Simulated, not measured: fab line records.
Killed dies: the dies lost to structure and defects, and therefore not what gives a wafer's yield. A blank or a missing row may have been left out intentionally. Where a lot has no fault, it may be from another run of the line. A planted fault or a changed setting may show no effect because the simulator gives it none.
Lot-split experiment ; flow gf180mcu ; route with 602 steps; 5 lots, 23 wafers read

THE SPLIT
At GF_V3_PEB_12 (peb time 90 s), the setting peb_temp_c was moved away from the recipe's 135 C on 9 of the 23 wafers read, by -1.1% to +2.3%. For the rest of the wafers, this setting stayed at what the recipe calls for.

FROM THE SPLIT TO THE READING: what the file shows between them, 1 step
- GF_V3_DEVELOP_13: develop time 60 s

THE READING
cd_nm, in nm, at GF_V3_CD_MEAS_14 (target cd 260 nm). Fault-free wafers of this fab line usually give 259.7 nm, standard deviation 1.2 nm.

wafer;tool, chamber at the split;peb_temp_c as run, C;against the recipe;cd_nm, nm;against lot-mates on the recipe
L075.1;litho_track-04, 0;135;recipe;259.2;-
L075.4;litho_track-04, 0;135;recipe;259.5;-
L075.6;litho_track-04, 0;135;recipe;258.0;-
L077.1;litho_track-04, 0;135;recipe;262.0;-
L077.2;litho_track-04, 0;138.1;+2.3%;270.1;+8.2
L077.3;litho_track-04, 0;135;recipe;261.9;-
L077.5;litho_track-04, 0;138.1;+2.3%;269.0;+7.1
L077.6;litho_track-04, 0;135;recipe;261.7;-
L078.1;litho_track-02, 0;133.5;-1.1%;253.6;-4.5
L078.2;litho_track-02, 0;135;recipe;258.4;-
L078.3;litho_track-02, 0;133.5;-1.1%;254.2;-3.9
L078.4;litho_track-02, 0;135;recipe;257.7;-
L078.6;litho_track-02, 0;135;recipe;258.3;-
L079.1;litho_track-02, 0;133.9;-0.8%;257.4;-3.0
L079.2;litho_track-02, 0;135;recipe;260.3;-
L079.3;litho_track-02, 0;135;recipe;260.8;-
L079.4;litho_track-02, 0;133.9;-0.8%;255.8;-4.6
L079.5;litho_track-02, 0;135;recipe;260.0;-
L083.2;litho_track-02, 0;138;+2.2%;267.1;+7.2
L083.3;litho_track-02, 0;135;recipe;259.0;-
L083.4;litho_track-02, 0;138;+2.2%;265.6;+5.7
L083.5;litho_track-02, 0;138;+2.2%;265.9;+6.0
L083.6;litho_track-02, 0;135;recipe;260.8;-

FIT RESULTS
A straight line over all 23 wafers: cd_nm changes by +3.7 nm for each +1% of peb_temp_c; r = +0.94; the points scatter about the line by 1.5 nm.
The same after taking each lot's own level away (the mean of its wafers on the recipe; 23 wafers): +3.25 nm for each +1%; r = +0.98; scatter 0.73 nm.
That fit puts the effect of the largest move of peb_temp_c on the reading at 7.5 nm.
The lots' own levels span 258.13 to 261.87 nm, that is 3.1 times the standard deviation above.
In other words, the slope is changed by the lot-to-lot level; the two fits disagree.
Check: +6.97 nm against its lot-mates is what the line predicts for one of the wafers moved furthest among these (+2.3%) when that wafer is left out of the fit. Against them it came out at +8.23 nm.

FURTHER SPLITS ON THESE WAFERS
Other splits were also applied to these wafers ahead of the reading. Each is held against what the fit with the lots' levels taken away leaves over:
other split on the same wafers;wafers away from the commonest value;r with cd_nm (lot level and that fit taken away)
GF_V2_PEB_12 peb_time_s;7;-0.31
GF_M3_SPUTTER_04 power_w;8;-0.25
GF_M3_COAT_09 resist_thk_nm;6;-0.04
GF_V3_CVD_00 sih4_flow_sccm;9;-0.21

THE WHOLE CHAIN: every reading that the file lists as answering this split, in the file's order
step;what it does;reading;change (the file's fit);r (the file's)
GF_V3_CD_MEAS_14;target cd 260 nm;cd_nm;+3.25 nm for each +1% of the setting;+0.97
GF_V3_ETCH_16;etches BARC in N2/H2;V3.cd_nm (the simulator's own value, which no gauge read);+3.14 nm for each +1% of the setting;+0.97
GF_V3_ETCH_17;etches SiO2 in C4F8/O2/Ar, stops on TiN, target depth 635 nm;V3.cd_nm (the simulator's own value, which no gauge read);+3.22 nm for each +1% of the setting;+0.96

FILE'S OWN FIT
cd_nm changes by +3.25 nm for each +1% of peb_temp_c, r = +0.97.
